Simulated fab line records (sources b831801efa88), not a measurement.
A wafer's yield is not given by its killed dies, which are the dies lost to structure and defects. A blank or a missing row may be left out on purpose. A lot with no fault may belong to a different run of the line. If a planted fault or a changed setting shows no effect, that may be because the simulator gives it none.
Which tool was responsible? | flow sky130 | Sampling: 24 lots, 72 wafers, 5 of 708 route steps

== WHAT THE GAUGES SHOWED, per wafer ==
SKY_VIA3_THK_MEAS_23: measures by xrf. Usual: VIA3_W_THK typically reads 397 nm, with standard deviation 10.
lot  | measured     | on            | VIA3_W_THK (nm) | flag
L074 | day 39 10:23 | film_metro-01 | 385 394 381     |
L075 | day 40 00:31 | film_metro-04 | 404 394 393     |
L076 | day 40 18:40 | film_metro-01 | 388 391 392     |
L077 | day 41 01:52 | film_metro-04 | 410 405 404     |
L079 | day 41 06:53 | film_metro-01 | 396 398 397     |
L078 | day 41 13:01 | film_metro-04 | 406 400 399     |
L080 | day 41 17:37 | film_metro-04 | 390 392 401     |
L081 | day 42 05:19 | film_metro-04 | 404 412 402     |
L082 | day 42 06:13 | film_metro-01 | 391 390 390     |
L083 | day 42 07:47 | film_metro-01 | 385 386 384     |
L084 | day 42 17:46 | film_metro-04 | 395 396 395     |
L085 | day 43 02:44 | film_metro-03 | 393 393 386     |
L086 | day 43 08:35 | film_metro-04 | 394 395 396     |
L087 | day 43 16:13 | film_metro-03 | 389 393 387     |
L089 | day 43 22:40 | film_metro-04 | 402 411 397     |
L088 | day 44 01:55 | film_metro-01 | 382 394 396     |
L090 | day 44 10:40 | film_metro-01 | 384 387 389     |
L091 | day 44 16:25 | film_metro-03 | 395 420 419     |
L092 | day 44 19:36 | film_metro-04 | 405 396 405     |
L093 | day 45 03:14 | film_metro-01 | 390 390 389     |
L094 | day 45 12:13 | film_metro-04 | 408 426 411     |
L095 | day 45 12:28 | film_metro-03 | 394 408 391     |
L096 | day 45 16:04 | film_metro-03 | 403 392 394     |
L097 | day 46 01:19 | film_metro-04 | 433 406 421     |

SKY_METAL5_THK_MEAS_06: measures by xrf. Usual: METAL5_ALCU_THK typically reads 1170 nm, with standard deviation 11.
lot  | measured     | on            | METAL5_ALCU_THK (nm) | flag
L074 | day 42 14:22 | film_metro-04 | 1162 1166 1155       |
L075 | day 43 04:28 | film_metro-01 | 1171 1168 1180       |
L076 | day 43 20:41 | film_metro-01 | 1165 1171 1167       |
L077 | day 44 04:59 | film_metro-02 | 1173 1175 1170       |
L079 | day 44 08:53 | film_metro-02 | 1179 1166 1160       |
L078 | day 44 14:46 | film_metro-02 | 1185 1202 1184       |
L080 | day 44 18:38 | film_metro-04 | 1148 1165 1146       |
L081 | day 45 06:07 | film_metro-04 | 1147 1165 1157       |
L082 | day 45 06:25 | film_metro-01 | 1169 1158 1150       |
L083 | day 45 08:25 | film_metro-04 | 1150 1154 1158       |
L084 | day 45 16:17 | film_metro-02 | 1179 1175 1168       |
L085 | day 46 00:43 | film_metro-02 | 1166 1164 1166       |
L086 | day 46 06:43 | film_metro-01 | 1189 1184 1170       |
L087 | day 46 12:54 | film_metro-02 | 1170 1175 1170       |
L089 | day 46 18:47 | film_metro-01 | 1180 1187 1185       |
L088 | day 46 23:50 | film_metro-04 | 1155 1163 1165       |
L090 | day 47 06:17 | film_metro-01 | 1170 1174 1170       |
L091 | day 47 12:11 | film_metro-02 | 1196 1177 1174       |
L092 | day 47 14:15 | film_metro-01 | 1173 1170 1163       |
L093 | day 47 21:40 | film_metro-02 | 1177 1170 1168       |
L094 | day 48 06:01 | film_metro-02 | 1191 1181 1174       |
L095 | day 48 06:37 | film_metro-02 | 1190 1171 1172       |
L096 | day 48 09:35 | film_metro-04 | 1162 1162 1165       |
L097 | day 48 17:05 | film_metro-04 | 1166 1153 1161       |

== TOOL THAT RAN EACH LOT (tool first, then ch and the chambers of the sampled wafers, then the start) ==
lot  | SKY_CAPM_METAL_ETCH_13            | SKY_CAPM_STRIP_14                    | SKY_VIA4_CMP_21
L074 | rie_metal-02 ch 0,1, day 37 05:25 | plasma_asher-03 ch 0,1, day 37 05:30 | cmp-02 ch 1,3, day 42 13:48
L075 | rie_metal-02 ch 0,1, day 37 19:35 | plasma_asher-03 ch 0,1, day 37 19:41 | cmp-01 ch 0,1,2, day 43 03:55
L076 | rie_metal-01 ch 0,1, day 38 12:47 | plasma_asher-03 ch 0,1, day 38 12:52 | cmp-01 ch 1,2,3, day 43 20:06
L077 | rie_metal-04 ch 0,1, day 38 21:34 | plasma_asher-01 ch 0,1, day 38 21:38 | cmp-01 ch 1,3, day 44 04:27
L079 | rie_metal-02 ch 0,1, day 39 02:08 | plasma_asher-02 ch 0,1, day 39 02:14 | cmp-02 ch 0,2,3, day 44 08:22
L078 | rie_metal-01 ch 0,1, day 39 08:42 | plasma_asher-03 ch 0,1, day 39 08:47 | cmp-02 ch 0,1,2, day 44 14:13
L080 | rie_metal-02 ch 0,1, day 39 13:02 | plasma_asher-03 ch 0,1, day 39 13:07 | cmp-02 ch 0,3, day 44 18:06
L081 | rie_metal-01 ch 0,1, day 40 01:40 | plasma_asher-03 ch 0,1, day 40 01:44 | cmp-02 ch 0,3, day 45 05:34
L082 | rie_metal-04 ch 0,1, day 40 02:25 | plasma_asher-03 ch 0,1, day 40 02:30 | cmp-01 ch 2,3, day 45 05:49
L083 | rie_metal-02 ch 1, day 40 03:52   | plasma_asher-03 ch 0,1, day 40 04:01 | cmp-01 ch 1,2,3, day 45 07:54
L084 | rie_metal-02 ch 1, day 40 14:46   | plasma_asher-02 ch 0,1, day 40 14:55 | cmp-01 ch 0,2,3, day 45 15:44
L085 | rie_metal-01 ch 1, day 41 00:21   | plasma_asher-01 ch 0,1, day 41 00:26 | cmp-02 ch 1,2,3, day 46 00:10
L086 | rie_metal-02 ch 0,1, day 41 06:11 | plasma_asher-01 ch 0,1, day 41 06:16 | cmp-01 ch 2,3, day 46 06:10
L087 | rie_metal-01 ch 0, day 41 14:32   | plasma_asher-03 ch 0,1, day 41 14:40 | cmp-02 ch 1,2, day 46 12:18
L089 | rie_metal-01 ch 0, day 41 21:46   | plasma_asher-02 ch 0,1, day 41 21:55 | cmp-02 ch 0,3, day 46 18:14
L088 | rie_metal-04 ch 0,1, day 42 00:40 | plasma_asher-01 ch 0,1, day 42 00:44 | cmp-01 ch 1,3, day 46 23:18
L090 | rie_metal-02 ch 0,1, day 42 10:09 | plasma_asher-03 ch 0,1, day 42 10:14 | cmp-02 ch 0,1, day 47 05:42
L091 | rie_metal-04 ch 0,1, day 42 15:55 | plasma_asher-01 ch 0,1, day 42 15:59 | cmp-02 ch 2,3, day 47 11:36
L092 | rie_metal-02 ch 1, day 42 18:43   | plasma_asher-01 ch 0,1, day 42 18:52 | cmp-02 ch 0,3, day 47 13:40
L093 | rie_metal-01 ch 0,1, day 43 02:30 | plasma_asher-02 ch 0,1, day 43 02:36 | cmp-02 ch 0,1,2, day 47 21:08
L094 | rie_metal-02 ch 0,1, day 43 12:03 | plasma_asher-03 ch 0,1, day 43 12:08 | cmp-02 ch 1,2, day 48 05:25
L095 | rie_metal-04 ch 0,1, day 43 13:13 | plasma_asher-02 ch 0,1, day 43 13:17 | cmp-02 ch 0,1,2, day 48 06:07
L096 | rie_metal-02 ch 0,1, day 43 18:15 | plasma_asher-03 ch 0,1, day 43 18:21 | cmp-02 ch 1,2, day 48 09:02
L097 | rie_metal-01 ch 0,1, day 44 03:51 | plasma_asher-02 ch 0,1, day 44 03:56 | cmp-02 ch 1,2, day 48 16:29
- SKY_CAPM_METAL_ETCH_13: etches TiN in Cl2/BCl3, stops on SiO2, target depth 220 nm, time 62.9 s.
- SKY_CAPM_STRIP_14: strips in O2/N2.
- SKY_VIA4_CMP_21: polishes, stops on SiO2, t overpolish 25 s, target thk 0 nm.

== AS READ BY THE TOOLS THEMSELVES (means over the sampled wafers that have a number; for cases with no such wafer, the mark the record gives instead) ==
SKY_CAPM_METAL_ETCH_13. Usual: drypump_motor_current_A 5.7 A, standard deviation 0.58; oes_product_au 0.941 a.u., standard deviation 0.0093; throttle_valve_pct 21.902 %, standard deviation 0.011.
lot  | tool         | drypump_motor_current_A (A) | oes_product_au (a.u.) | throttle_valve_pct (%) | flag
L074 | rie_metal-02 | 5.4                         | 0.949                 | 21.893                 |
L075 | rie_metal-02 | 5.5                         | 0.932                 | 21.909                 |
L076 | rie_metal-01 | 6.3                         | 0.941                 | 21.900                 |
L077 | rie_metal-04 | 5.8                         | 0.938                 | 21.912                 |
L079 | rie_metal-02 | 5.2                         | 0.942                 | 21.892                 |
L078 | rie_metal-01 | 6.3                         | 0.934                 | 21.907                 |
L080 | rie_metal-02 | 5.5                         | 0.947                 | 21.896                 |
L081 | rie_metal-01 | 6.3                         | 0.942                 | 21.899                 |
L082 | rie_metal-04 | 5.9                         | 0.924                 | 21.913                 |
L083 | rie_metal-02 | 4.9                         | 0.936                 | 21.903                 |
L084 | rie_metal-02 | 4.9                         | 0.938                 | 21.904                 |
L085 | rie_metal-01 | 6.6                         | 0.942                 | 21.897                 |
L086 | rie_metal-02 | 5.2                         | 0.947                 | 21.899                 |
L087 | rie_metal-01 | 6.2                         | 0.934                 | 21.911                 |
L089 | rie_metal-01 | 6.2                         | 0.955                 | 21.900                 |
L088 | rie_metal-04 | 5.9                         | 0.934                 | 21.909                 |
L090 | rie_metal-02 | 5.5                         | 0.940                 | 21.893                 |
L091 | rie_metal-04 | 5.9                         | 0.959                 | 21.896                 |
L092 | rie_metal-02 | 4.9                         | 0.937                 | 21.908                 |
L093 | rie_metal-01 | 6.4                         | 0.932                 | 21.912                 |
L094 | rie_metal-02 | 5.2                         | 0.936                 | 21.913                 |
L095 | rie_metal-04 | 5.9                         | 0.942                 | 21.901                 |
L096 | rie_metal-02 | 5.2                         | 0.953                 | 21.915                 |
L097 | rie_metal-01 | 6.3                         | 0.953                 | 21.888                 |

SKY_CAPM_STRIP_14. Usual: drypump_motor_current_A 5.5 A, standard deviation 0.31; oes_product_au 0.711 a.u., standard deviation 0.0049; strip_time_to_endpoint_s 12.69 s, standard deviation 0.054.
lot  | tool            | drypump_motor_current_A (A) | oes_product_au (a.u.) | strip_time_to_endpoint_s (s) | flag
L074 | plasma_asher-03 | 5.7                         | 0.712                 | 12.63                        |
L075 | plasma_asher-03 | 5.7                         | 0.706                 | 12.75                        |
L076 | plasma_asher-03 | 5.6                         | 0.713                 | 12.70                        |
L077 | plasma_asher-01 | 5.1                         | 0.719                 | 12.68                        |
L079 | plasma_asher-02 | 5.5                         | 0.711                 | 12.60                        |
L078 | plasma_asher-03 | 5.7                         | 0.711                 | 12.68                        |
L080 | plasma_asher-03 | 5.7                         | 0.709                 | 12.67                        |
L081 | plasma_asher-03 | 5.7                         | 0.706                 | 12.76                        |
L082 | plasma_asher-03 | 5.7                         | 0.711                 | 12.78                        |
L083 | plasma_asher-03 | 5.7                         | 0.705                 | 12.68                        |
L084 | plasma_asher-02 | 5.8                         | 0.709                 | 12.63                        |
L085 | plasma_asher-01 | 5.2                         | 0.711                 | 12.65                        |
L086 | plasma_asher-01 | 5.3                         | 0.709                 | 12.61                        |
L087 | plasma_asher-03 | 5.7                         | 0.713                 | 12.66                        |
L089 | plasma_asher-02 | 5.5                         | 0.711                 | 12.68                        |
L088 | plasma_asher-01 | 5.2                         | 0.715                 | 12.67                        |
L090 | plasma_asher-03 | 5.6                         | 0.711                 | 12.65                        |
L091 | plasma_asher-01 | 5.1                         | 0.706                 | 12.68                        |
L092 | plasma_asher-01 | 5.1                         | 0.709                 | 12.68                        |
L093 | plasma_asher-02 | 5.5                         | 0.715                 | 12.75                        |
L094 | plasma_asher-03 | 5.6                         | 0.714                 | 12.72                        |
L095 | plasma_asher-02 | 5.8                         | 0.706                 | 12.70                        |
L096 | plasma_asher-03 | 5.7                         | 0.713                 | 12.75                        |
L097 | plasma_asher-02 | 5.8                         | 0.710                 | 12.65                        |

SKY_VIA4_CMP_21. Usual: motor_current_A 10.8 A, standard deviation 0.89; overpolish_run_s 24.999 s, standard deviation 0.0092; platen_rpm 60.00 rpm, standard deviation 0.047; time_to_endpoint_s 121 s, standard deviation 3.6.
lot  | tool   | motor_current_A (A) | overpolish_run_s (s) | platen_rpm (rpm) | time_to_endpoint_s (s) | flag
L074 | cmp-02 | 11.0                | 25.003               | 60.00            | 120                    |
L075 | cmp-01 | 9.9                 | 25.000               | 59.98            | 119                    |
L076 | cmp-01 | 10.6                | 25.004               | 60.02            | 121                    |
L077 | cmp-01 | 11.0                | 25.002               | 59.99            | 124                    |
L079 | cmp-02 | 11.1                | 25.002               | 60.00            | 122                    |
L078 | cmp-02 | 10.8                | 24.993               | 60.07            | 121                    |
L080 | cmp-02 | 11.0                | 25.000               | 60.00            | 122                    |
L081 | cmp-02 | 11.1                | 24.995               | 59.99            | 122                    |
L082 | cmp-01 | 11.9                | 25.005               | 59.98            | 126                    |
L083 | cmp-01 | 10.6                | 24.990               | 59.98            | 123                    |
L084 | cmp-01 | 10.8                | 24.999               | 59.99            | 124                    |
L085 | cmp-02 | 10.9                | 25.002               | 60.01            | 125                    |
L086 | cmp-01 | 11.3                | 24.999               | 59.99            | 126                    |
L087 | cmp-02 | 11.0                | 24.997               | 59.96            | 119                    |
L089 | cmp-02 | 10.9                | 24.991               | 59.97            | 126                    |
L088 | cmp-01 | 9.7                 | 25.002               | 60.05            | 128                    |
L090 | cmp-02 | 10.9                | 25.001               | 59.96            | 121                    |
L091 | cmp-02 | 11.2                | 25.007               | 60.02            | 125                    |
L092 | cmp-02 | 11.1                | 24.999               | 60.00            | 122                    |
L093 | cmp-02 | 11.2                | 25.007               | 59.99            | 116                    |
L094 | cmp-02 | 11.1                | 24.999               | 60.01            | 120                    |
L095 | cmp-02 | 11.3                | 24.999               | 60.03            | 118                    |
L096 | cmp-02 | 11.1                | 24.990               | 59.99            | 117                    |
L097 | cmp-02 | 10.7                | 25.001               | 60.03            | 120                    |

== THE ANSWER, worked out from the rows above alone ==
Rule: take the mean of a lot's wafers that have a number; if it is more than 3 standard deviations from the usual mean, the lot is off. Also off: a lot with no number at a reading for which 4 or more lots have one. The other lots that the step has rows for count as sound. Order of review: gauges by route order, followed by the tools' own readings, for which a lot's mean as printed above is used. At the first step where some lot is off, the reading lying furthest off is the one used; lots without a number count as furthest.
Across all readings shown, no lot is off: no conclusion can be drawn from this.

== WHAT THE SIMULATOR PUT IN ==
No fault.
